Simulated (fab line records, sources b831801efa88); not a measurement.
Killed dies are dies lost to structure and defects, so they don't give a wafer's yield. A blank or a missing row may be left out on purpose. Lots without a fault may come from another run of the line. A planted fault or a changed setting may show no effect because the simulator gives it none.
Which tool did it? | flow sky130 | 24 lots, 72 wafers sampled, at 6 steps of a route of 708

WHAT THE GAUGES READ, wafer by wafer
SKY_LI_CONTACT_THK_MEAS_23: measures by xrf.
lot  | measured     | on            | LI_CONTACT_W_THK (nm)
L074 | day 28 11:10 | film_metro-02 | 400 404 403
L075 | day 29 00:43 | film_metro-04 | 404 407 416
L076 | day 29 07:21 | film_metro-04 | 410 410 412
L077 | day 29 20:24 | film_metro-04 | 415 416 415
L078 | day 30 12:50 | film_metro-01 | 392 393 388
L079 | day 31 02:40 | film_metro-01 | 396 391 384
L080 | day 31 08:14 | film_metro-02 | 398 388 387
L081 | day 31 11:29 | film_metro-01 | 386 389 397
L082 | day 32 03:16 | film_metro-04 | 411 407 411
L084 | day 32 09:14 | film_metro-04 | 413 418 416
L083 | day 32 11:02 | film_metro-04 | 410 406 409
L085 | day 32 12:46 | film_metro-01 | 400 397 395
L086 | day 32 23:38 | film_metro-01 | 395 395 396
L087 | day 33 08:45 | film_metro-01 | 393 400 393
L088 | day 33 12:52 | film_metro-02 | 406 397 401
L090 | day 34 22:01 | film_metro-02 | 395 400 403
L091 | day 34 22:21 | film_metro-04 | 390 400 398
L089 | day 34 22:41 | film_metro-01 | 396 395 393
L092 | day 35 00:31 | film_metro-01 | 385 387 385
L093 | day 35 09:55 | film_metro-04 | 400 396 399
L094 | day 36 02:34 | film_metro-01 | 397 402 400
L096 | day 36 21:14 | film_metro-02 | 392 396 388
L095 | day 36 21:31 | film_metro-04 | 406 411 403
L097 | day 37 01:41 | film_metro-01 | 393 397 397

SKY_CONTACT_THK_MEAS_03.
lot  | measured     | on            | CONTACT_HDPCVD_THK (nm)
L074 | day 29 13:41 | film_metro-03 | 557 558 563
L075 | day 30 04:34 | film_metro-03 | 564 558 565
L076 | day 30 13:12 | film_metro-03 | 585 573 566
L077 | day 31 01:01 | film_metro-04 | 576 564 565
L078 | day 31 17:01 | film_metro-04 | 567 565 557
L079 | day 32 06:17 | film_metro-04 | 569 570 569
L080 | day 32 12:06 | film_metro-04 | 569 566 571
L081 | day 32 16:08 | film_metro-01 | 569 574 569
L082 | day 33 07:40 | film_metro-04 | 572 566 563
L084 | day 33 13:39 | film_metro-01 | 567 565 565
L083 | day 33 14:53 | film_metro-03 | 569 565 566
L085 | day 33 17:07 | film_metro-03 | 563 561 557
L086 | day 34 02:57 | film_metro-01 | 563 565 565
L087 | day 34 12:41 | film_metro-03 | 577 572 574
L088 | day 34 16:41 | film_metro-04 | 569 573 565
L090 | day 36 01:31 | film_metro-03 | 560 565 569
L091 | day 36 01:56 | film_metro-01 | 569 567 565
L089 | day 36 02:12 | film_metro-04 | 570 570 575
L092 | day 36 03:38 | film_metro-01 | 551 552 563
L093 | day 36 13:35 | film_metro-01 | 570 559 567
L094 | day 37 06:30 | film_metro-01 | 563 567 558
L096 | day 38 01:02 | film_metro-01 | 572 570 566
L095 | day 38 01:25 | film_metro-04 | 570 567 568
L097 | day 38 05:35 | film_metro-03 | 571 568 566

SKY_VIA2_RS_MEAS_22: measures by four-point-probe.
lot  | measured     | on            | VIA2_W_RS (ohm/sq)
L074 | day 35 12:05 | film_metro-04 | 0.2733 0.2692 0.2691
L075 | day 36 01:01 | film_metro-03 | 0.2711 0.2680 0.2745
L076 | day 36 08:57 | film_metro-01 | 0.2680 0.2692 0.2736
L077 | day 36 21:41 | film_metro-04 | 0.2775 0.2764 0.2759
L078 | day 37 12:57 | film_metro-03 | 0.2715 0.2734 0.2749
L079 | day 38 02:37 | film_metro-03 | 0.2739 0.2740 0.2701
L080 | day 38 06:44 | film_metro-01 | 0.2738 0.2706 0.2747
L081 | day 38 10:19 | film_metro-04 | 0.2678 0.2706 0.2705
L082 | day 39 00:22 | film_metro-03 | 0.2720 0.2706 0.2723
L084 | day 39 06:37 | film_metro-03 | 0.2693 0.2677 0.2699
L083 | day 39 09:03 | film_metro-03 | 0.2692 0.2706 0.2704
L085 | day 39 10:02 | film_metro-01 | 0.2652 0.2720 0.2693
L086 | day 39 19:10 | film_metro-03 | 0.2677 0.2690 0.2680
L087 | day 40 03:17 | film_metro-04 | 0.2689 0.2717 0.2702
L088 | day 40 08:40 | film_metro-04 | 0.2667 0.2655 0.2673
L090 | day 41 14:38 | film_metro-01 | 0.2722 0.2740 0.2686
L091 | day 41 14:47 | film_metro-01 | 0.2705 0.2674 0.2672
L089 | day 41 15:20 | film_metro-01 | 0.2700 0.2717 0.2724
L092 | day 41 16:33 | film_metro-01 | 0.2722 0.2691 0.2738
L093 | day 42 01:22 | film_metro-03 | 0.2706 0.2684 0.2658
L094 | day 42 16:50 | film_metro-03 | 0.2685 0.2642 0.2708
L096 | day 43 09:03 | film_metro-04 | 0.2734 0.2749 0.2753
L095 | day 43 09:22 | film_metro-01 | 0.2683 0.2677 0.2662
L097 | day 43 13:50 | film_metro-03 | 0.2743 0.2784 0.2764

SKY_METAL3_OVL_MEAS_14.
lot  | measured     | on         | METAL3_OVL (nm)
L074 | day 37 17:28 | overlay-02 | 6 -5 -5
L075 | day 38 06:00 | overlay-02 | 4 4 3
L076 | day 38 13:51 | overlay-02 | 6 1 8
L077 | day 39 02:05 | overlay-02 | 10 10 3
L078 | day 39 15:53 | overlay-02 | -1 -1 0
L079 | day 40 05:51 | overlay-01 | 4 2 0
L080 | day 40 09:23 | overlay-02 | -3 -2 2
L081 | day 40 17:29 | overlay-01 | -2 -1 -9
L082 | day 41 00:51 | overlay-02 | -4 -3 -2
L084 | day 41 09:05 | overlay-02 | 3 3 1
L083 | day 41 11:38 | overlay-01 | 1 -1 2
L085 | day 41 12:00 | overlay-01 | -3 4 1
L086 | day 41 21:23 | overlay-01 | 3 1 3
L087 | day 42 03:50 | overlay-02 | 2 0 -2
L088 | day 42 09:59 | overlay-02 | 4 12 8
L090 | day 43 14:03 | overlay-02 | -8 -12 0
L091 | day 43 14:39 | overlay-01 | 2 -2 -3
L089 | day 43 14:50 | overlay-02 | 4 -1 -8
L092 | day 43 15:12 | overlay-01 | 13 5 6
L093 | day 43 23:44 | overlay-01 | -4 -2 3
L094 | day 44 15:17 | overlay-02 | 7 10 8
L096 | day 45 05:59 | overlay-01 | -9 2 -6
L095 | day 45 06:56 | overlay-01 | 3 -9 -3
L097 | day 45 11:05 | overlay-02 | 4 11 11

WHICH TOOL RAN EACH LOT (tool, then ch and the chambers of the sampled wafers, then the start)
lot  | SKY_VIA1_CMP_02               | SKY_VIA2_CVD_21
L074 | cmp-02 ch 2,3, day 32 00:07   | cvd_w-02 ch 0,1, day 35 11:58
L075 | cmp-02 ch 0,1,3, day 32 12:52 | cvd_w-02 ch 0,1, day 36 00:53
L076 | cmp-01 ch 0,1,3, day 32 21:50 | cvd_w-01 ch 0,1, day 36 08:48
L077 | cmp-01 ch 0,3, day 33 09:58   | cvd_w-02 ch 0, day 36 21:32
L078 | cmp-01 ch 1,2,3, day 34 01:03 | cvd_w-01 ch 0,1, day 37 12:49
L079 | cmp-02 ch 2,3, day 34 14:37   | cvd_w-02 ch 0,1, day 38 02:29
L080 | cmp-01 ch 1,2,3, day 34 20:34 | cvd_w-01 ch 0,1, day 38 06:35
L081 | cmp-02 ch 0,3, day 35 00:01   | cvd_w-01 ch 0,1, day 38 10:11
L082 | cmp-01 ch 2,3, day 35 15:10   | cvd_w-01 ch 0,1, day 39 00:14
L084 | cmp-02 ch 0,1,2, day 35 21:04 | cvd_w-02 ch 0,1, day 39 06:29
L083 | cmp-02 ch 0,1,3, day 35 22:48 | cvd_w-02 ch 0, day 39 08:55
L085 | cmp-01 ch 0,2,3, day 36 01:29 | cvd_w-02 ch 0,1, day 39 09:55
L086 | cmp-02 ch 0,1,2, day 36 10:34 | cvd_w-02 ch 0,1, day 39 19:02
L087 | cmp-02 ch 0,2, day 36 19:59   | cvd_w-01 ch 0,1, day 40 03:10
L088 | cmp-01 ch 0,2,3, day 37 00:45 | cvd_w-02 ch 0,1, day 40 08:32
L090 | cmp-02 ch 0,3, day 38 08:50   | cvd_w-02 ch 0,1, day 41 14:30
L091 | cmp-02 ch 1,2,3, day 38 09:11 | cvd_w-02 ch 0,1, day 41 14:37
L089 | cmp-02 ch 0,3, day 38 09:47   | cvd_w-02 ch 1, day 41 15:11
L092 | cmp-02 ch 2,3, day 38 11:16   | cvd_w-02 ch 0,1, day 41 16:25
L093 | cmp-02 ch 0,2,3, day 38 19:59 | cvd_w-02 ch 0,1, day 42 01:14
L094 | cmp-02 ch 0,2, day 39 12:37   | cvd_w-02 ch 0,1, day 42 16:42
L096 | cmp-01 ch 1,2,3, day 40 05:16 | cvd_w-01 ch 0,1, day 43 08:55
L095 | cmp-02 ch 0,2,3, day 40 05:41 | cvd_w-02 ch 1, day 43 09:14
L097 | cmp-02 ch 0,1,3, day 40 10:21 | cvd_w-01 ch 0,1, day 43 13:42
- SKY_VIA1_CMP_02: polishes SiO2.
- SKY_VIA2_CVD_21: deposits W, target thk 420 nm, time 126.4 s.

WHAT THE TOOLS THEMSELVES READ (means of the sampled wafers that have a number; where no wafer has one, the mark that the record gives instead)
SKY_VIA1_CMP_02.
lot  | tool   | head_pressure_psi (psi) | motor_current_A (A) | retaining_ring_pressure_frac
L074 | cmp-02 | 4.000                   | 10.4                | 0.999
L075 | cmp-02 | 4.004                   | 11.9                | 1.000
L076 | cmp-01 | 4.000                   | 10.2                | 0.997
L077 | cmp-01 | 4.002                   | 11.4                | 0.998
L078 | cmp-01 | 4.006                   | 10.5                | 0.997
L079 | cmp-02 | 4.013                   | 10.4                | 0.999
L080 | cmp-01 | 4.001                   | 11.0                | 0.996
L081 | cmp-02 | 3.993                   | 12.0                | 1.003
L082 | cmp-01 | 4.011                   | 11.4                | 0.998
L084 | cmp-02 | 3.998                   | 11.4                | 0.996
L083 | cmp-02 | 3.998                   | 12.0                | 0.998
L085 | cmp-01 | 3.999                   | 11.8                | 0.999
L086 | cmp-02 | 4.001                   | 11.9                | 0.994
L087 | cmp-02 | 3.992                   | 12.2                | 1.004
L088 | cmp-01 | 4.009                   | 11.5                | 1.002
L090 | cmp-02 | 4.008                   | 12.1                | 0.996
L091 | cmp-02 | 4.000                   | 10.9                | 0.997
L089 | cmp-02 | 4.002                   | 12.8                | 0.999
L092 | cmp-02 | 3.995                   | 10.7                | 1.000
L093 | cmp-02 | 4.002                   | 12.0                | 0.999
L094 | cmp-02 | 4.006                   | 10.8                | 1.005
L096 | cmp-01 | 4.001                   | 10.7                | 1.000
L095 | cmp-02 | 4.008                   | 11.6                | 0.999
L097 | cmp-02 | 4.002                   | 12.1                | 1.001

SKY_VIA2_CVD_21.
lot  | tool     | heater_power_w (W)
L074 | cvd_w-02 | 830
L075 | cvd_w-02 | 831
L076 | cvd_w-01 | 758
L077 | cvd_w-02 | 793
L078 | cvd_w-01 | 771
L079 | cvd_w-02 | 842
L080 | cvd_w-01 | 764
L081 | cvd_w-01 | 757
L082 | cvd_w-01 | 772
L084 | cvd_w-02 | 788
L083 | cvd_w-02 | 797
L085 | cvd_w-02 | 794
L086 | cvd_w-02 | 790
L087 | cvd_w-01 | 760
L088 | cvd_w-02 | 789
L090 | cvd_w-02 | 783
L091 | cvd_w-02 | 791
L089 | cvd_w-02 | 791
L092 | cvd_w-02 | 796
L093 | cvd_w-02 | 790
L094 | cvd_w-02 | 785
L096 | cvd_w-01 | 757
L095 | cvd_w-02 | 774
L097 | cvd_w-01 | 767

THE ANSWER, worked out from the rows above alone
Rule: what is usual is taken from the lots themselves. Put in order of their means at a reading, lots are off if they are a third of the lots or fewer, leave a main group of 4 or more, and stand apart from it by a gap of 3 or more times the standard deviation of the main group's means; of several such gaps the widest counts. A main group whose means are all the same, to the digits that the tables above print for the reading, isn't used. A lot without any number at a reading at which 4 lots or more have one is off too. The other lots that the step has rows for count as sound. The gauges are gone through in route order, then the tools' own readings, and for those a lot's mean is taken as printed above. The first step at which some lot is off is used, and at that step the reading that is off furthest; a lot without a number counts as furthest.
No lot is off at any reading shown: from this, nothing can be told.

WHAT THE SIMULATOR HAD PUT IN
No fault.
